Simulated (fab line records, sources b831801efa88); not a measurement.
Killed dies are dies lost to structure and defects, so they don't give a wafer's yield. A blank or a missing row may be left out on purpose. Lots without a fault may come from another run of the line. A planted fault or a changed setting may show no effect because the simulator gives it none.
One fault seen from 2 desks | flow gf180mcu | each desk has only its own numbers; what lay behind them comes last

THE TOOL OWNER'S DESK: litho_track-03
The tool's own readings at GF_V1_SOFTBAKE_10 (time 60 s): means of the sampled wafers that have a number, for each lot that ran on this tool. A lot is out of limits, marked OUT, if its mean lies more than 4 standard deviations from the usual mean; the brackets give that distance.
Columns: A = chill_plate_temp_C at GF_V1_SOFTBAKE_10, usual 23.00 C; B = heater_power_total_W at GF_V1_SOFTBAKE_10, usual 93.05 W; C = run_length_s at GF_V1_SOFTBAKE_10, usual 89.12 s
lot  | first seen here | A     | B               | C
L332 | day 17 12:00    | 22.97 | 93.05           | 89.18
L335 | day 18 20:00    | 23.03 | 93.03           | 89.07
L340 | day 20 21:00    | 23.05 | 93.05           | 89.12
L342 | day 21 12:00    | 22.98 | 95.40 (+41) OUT | 84.52 (-42) OUT
L344 | day 22 04:00    | 23.02 | 95.49 (+43) OUT | 84.65 (-41) OUT
L352 | day 24 16:00    | 22.92 | 93.10           | 89.15
This desk's finding: out of limits on L342, L344; first on L342, day 21 12:00 (heater_power_total_W at GF_V1_SOFTBAKE_10). In limits: L332, L335, L340, L352.

THE METROLOGY DESK
What the gauges read, lot by lot, whatever tool the lot ran on: means of the sampled wafers that have a number. A lot is out of limits, marked OUT, if its mean lies more than 4 standard deviations from the usual mean; the brackets give that distance.
Columns: A = CONTACT_OVL at GF_CONTACT_OVL_MEAS_15, usual -6 nm; B = CONTACT_W_RS at GF_CONTACT_RS_MEAS_25, usual 0.382 ohm/sq
lot  | first seen here | A   | B
L332 | day 15 23:49    | 2   | 0.382
L333 | day 16 08:40    | -13 | 0.383
L334 | day 16 12:00    | -8  | 0.381
L335 | day 17 06:34    | -2  | 0.381
L337 | day 18 05:37    | -8  | 0.383
L338 | day 18 08:28    | -5  | 0.388
L340 | day 19 05:33    | -11 | 0.384
L342 | day 19 21:07    | -9  | 0.386
L344 | day 20 13:43    | -8  | 0.386
L350 | day 22 13:26    | -2  | 0.379
L352 | day 23 03:43    | -6  | 0.380
L353 | day 23 15:13    | -2  | 0.377
L354 | day 23 20:57    | -3  | 0.379
L355 | day 24 06:31    | -16 | 0.382
This desk's finding: nothing out of limits on any of the 14 lots.

PUT TOGETHER
The tool owner's desk could have raised an alarm at day 21 12:00, on L342, L344.
The metrology desk saw nothing out of limits.
The metrology desk has L342, L344 on record, within its limits.
Of the lots named, all ran GF_V1_SOFTBAKE_10 on litho_track-03.

WHAT THE SIMULATOR HAD PUT IN
Process parameter drift: litho_track-03, from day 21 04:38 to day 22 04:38, at GF_V1_SOFTBAKE_10. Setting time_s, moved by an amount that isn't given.
Lots struck among those shown: L342, L344.
Hours from the fault's start to each desk's first reading out of limits: the tool owner's desk, 7.
